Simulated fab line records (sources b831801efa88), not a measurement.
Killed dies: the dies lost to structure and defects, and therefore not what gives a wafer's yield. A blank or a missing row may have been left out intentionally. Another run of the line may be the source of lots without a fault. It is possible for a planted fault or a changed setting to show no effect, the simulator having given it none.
Which of the tools did it? + flow sky130 + 12 lots, 36 wafers sampled, at 3 steps of a route of 708

== WHAT THE GAUGES READ, wafer by wafer ==
SKY_LOCAL_INTERCONNECT_RS_MEAS_01: measures by four-point-probe.
| lot  | measured     | on            | LOCAL_INTERCONNECT_TIN_RS (ohm/sq) |
|------|--------------|---------------|------------------------------------|
| L075 | day 29 05:59 | film_metro-03 | 14.26 14.10 14.30                  |
| L077 | day 30 10:11 | film_metro-01 | 14.28 14.21 14.13                  |
| L079 | day 30 22:58 | film_metro-01 | 14.29 14.22 14.23                  |
| L081 | day 31 19:32 | film_metro-03 | 14.33 14.19 14.28                  |
| L083 | day 32 12:06 | film_metro-04 | 14.06 13.98 14.15                  |
| L084 | day 32 22:19 | film_metro-01 | 13.99 13.97 14.27                  |
| L087 | day 33 21:29 | film_metro-01 | 14.37 14.26 14.10                  |
| L089 | day 34 16:50 | film_metro-01 | 14.03 14.12 14.18                  |
| L091 | day 34 22:56 | film_metro-01 | 14.10 14.23 14.17                  |
| L093 | day 35 09:34 | film_metro-03 | 14.38 14.33 14.48                  |
| L095 | day 36 01:41 | film_metro-04 | 14.37 14.10 14.26                  |
| L097 | day 37 07:41 | film_metro-03 | 14.27 14.09 14.16                  |

== WHICH TOOL RAN EACH LOT (tool, then ch and the chambers of the sampled wafers, then the start) ==
| lot  | SKY_LDD_HVP_STRIP_09                 | SKY_POLY_CUT_ETCH_10               |
|------|--------------------------------------|------------------------------------|
| L075 | plasma_asher-02 ch 0,1, day 21 15:38 | rie_diel-04 ch 2,3, day 24 06:09   |
| L077 | plasma_asher-02 ch 0,1, day 22 08:27 | rie_diel-04 ch 0,1,2, day 25 11:22 |
| L079 | plasma_asher-02 ch 0,1, day 23 11:47 | rie_diel-04 ch 0,1,2, day 26 00:05 |
| L081 | plasma_asher-03 ch 0,1, day 24 09:26 | rie_diel-03 ch 0,1, day 26 22:47   |
| L083 | plasma_asher-01 ch 0,1, day 25 01:21 | rie_diel-01 ch 0,2,3, day 27 15:48 |
| L084 | plasma_asher-02 ch 0,1, day 25 13:46 | rie_diel-01 ch 0,1, day 28 03:14   |
| L087 | plasma_asher-03 ch 0,1, day 26 14:32 | rie_diel-01 ch 2,3, day 29 03:09   |
| L089 | plasma_asher-03 ch 0,1, day 27 00:45 | rie_diel-01 ch 0,1,2, day 30 00:18 |
| L091 | plasma_asher-01 ch 0, day 27 18:51   | rie_diel-04 ch 1,3, day 30 08:19   |
| L093 | plasma_asher-01 ch 1, day 28 06:30   | rie_diel-04 ch 0,1,3, day 30 18:23 |
| L095 | plasma_asher-02 ch 0,1, day 29 02:27 | rie_diel-01 ch 1,3, day 31 13:56   |
| L097 | plasma_asher-03 ch 1, day 30 09:18   | rie_diel-01 ch 0,2, day 32 19:22   |
- SKY_LDD_HVP_STRIP_09: strips in O2/N2.
- SKY_POLY_CUT_ETCH_10: etches BARC in N2/H2, stops on SiO2, time 45.9 s, target depth 60 nm.

== THE ANSWER, worked out from the rows above alone ==
Rule: what is usual is taken from the lots themselves. The widest of any qualifying gaps counts: lots, ordered by their means at a reading, are off when they make up no more than a third of the lots, leave a main group of 4 or more, and stand apart from it by 3 or more times the standard deviation of that group's means. The tables above print the reading to a certain number of digits; a main group whose means all agree to those digits is not used. Also off: a lot with no number at a reading for which 4 or more lots have one. Any other lot the step has rows for is counted as sound.
Nothing can be told from this: no lot is off at any reading shown.

== WHAT HAD BEEN PUT IN BY THE SIMULATOR ==
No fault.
